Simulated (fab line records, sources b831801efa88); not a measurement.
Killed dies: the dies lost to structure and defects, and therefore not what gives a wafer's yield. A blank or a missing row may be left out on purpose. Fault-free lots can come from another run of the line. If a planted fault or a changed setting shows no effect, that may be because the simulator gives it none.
Which tool was responsible? | flow sky130 | 10 lots with 28 wafers sampled at 3 steps, on a route of 708 steps

WHAT THE GAUGES SHOWED, per wafer
SKY_CAPM_RS_MEAS_03: measurement is done with a four-point probe.
lot  | measured     | on           | CAPM_TIN_RS (ohm/sq)
L417 | day 37 00:47 | filmMetro-03 | 6.83 6.89 6.89
L418 | day 37 22:23 | filmMetro-04 | 6.95 7.03 7.06
L420 | day 38 00:54 | filmMetro-03 | 6.88 6.95 6.97
L421 | day 38 17:01 | filmMetro-01 | 6.84 6.89 6.80
L424 | day 39 00:16 | filmMetro-04 | 6.94 6.86 6.96
L428 | day 40 00:25 | filmMetro-04 | 6.87 6.99 6.91
L436 | day 42 07:08 | filmMetro-01 | 6.92 5.38
L437 | day 42 08:19 | filmMetro-03 | 6.86 5.40
L439 | day 42 16:00 | filmMetro-04 | 6.91 6.92 7.05
L440 | day 42 21:24 | filmMetro-01 | 7.01 6.99 6.97

WHAT TOOL EACH LOT RAN ON (gives the tool, then ch and the chambers of the sampled wafers, and finally the start)
lot  | SKY_LI_CONTACT_ETCH_15            | SKY_CAPM_SPUTTER_02
L417 | rieDiel-04 ch 1,2,3, day 29 21:38 | pvdSputter-01, day 37 00:41
L418 | rieDiel-01 ch 0,2, day 30 19:52   | pvdSputter-04, day 37 22:16
L420 | rieDiel-04 ch 0,2, day 30 21:21   | pvdSputter-02, day 38 00:47
L421 | rieDiel-04 ch 2,3, day 31 15:02   | pvdSputter-01, day 38 16:54
L424 | rieDiel-02 ch 0,3, day 32 00:05   | pvdSputter-02, day 39 00:10
L428 | rieDiel-01 ch 0,3, day 33 01:29   | pvdSputter-01, day 40 00:16
L436 | rieDiel-01 ch 0,3, day 35 14:29   | pvdSputter-01, day 42 06:59
L437 | rieDiel-02 ch 1,2, day 35 16:28   | pvdSputter-01, day 42 08:11
L439 | rieDiel-01 ch 1,2, day 35 23:53   | pvdSputter-04, day 42 15:50
L440 | rieDiel-01 ch 2,3, day 36 06:58   | pvdSputter-04, day 42 21:16
- SKY_LI_CONTACT_ETCH_15: etches PSG in C4F8/O2/Ar, stops on Si, target depth 600 nm.
- SKY_CAPM_SPUTTER_02: material TiN, target thk 200 nm, time 166.7 s.

THE ANSWER, worked out from the rows above alone
Rule: the lots themselves supply what counts as usual. Put in order of their means at a reading, lots are off if they are a third of the lots or fewer, leave a main group of 4 or more, and stand apart from it by a gap of 3 or more times the standard deviation of the main group's means; of several such gaps the widest counts. A main group whose means are all the same, to the digits that the tables above print for the reading, isn't used. A lot without any number at a reading at which 4 lots or more have one is off too. All remaining lots with rows at the step are treated as sound.
Off: L436, L437, seen at SKY_CAPM_RS_MEAS_03 (CAPM_TIN_RS). The main group: mean 6.93 ohm/sq, standard deviation 0.053.
If a tool, at a process step before that reading, ran all the lots that are off and no sound lot after the first of them, it fits. The gauges at SKY_CAPM_RS_MEAS_03 are tried like those tools. One fits: SKY_CAPM_SPUTTER_02 on pvdSputter-01. Its last sound lot is L428 (day 40 00:16), its first lot that is off L436 (day 42 06:59): a fault that began between those two fits.

WHAT THE SIMULATOR HAD PUT IN
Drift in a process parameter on pvdSputter-01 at SKY_CAPM_SPUTTER_02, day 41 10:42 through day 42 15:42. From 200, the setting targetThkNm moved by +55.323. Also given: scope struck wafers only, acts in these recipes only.
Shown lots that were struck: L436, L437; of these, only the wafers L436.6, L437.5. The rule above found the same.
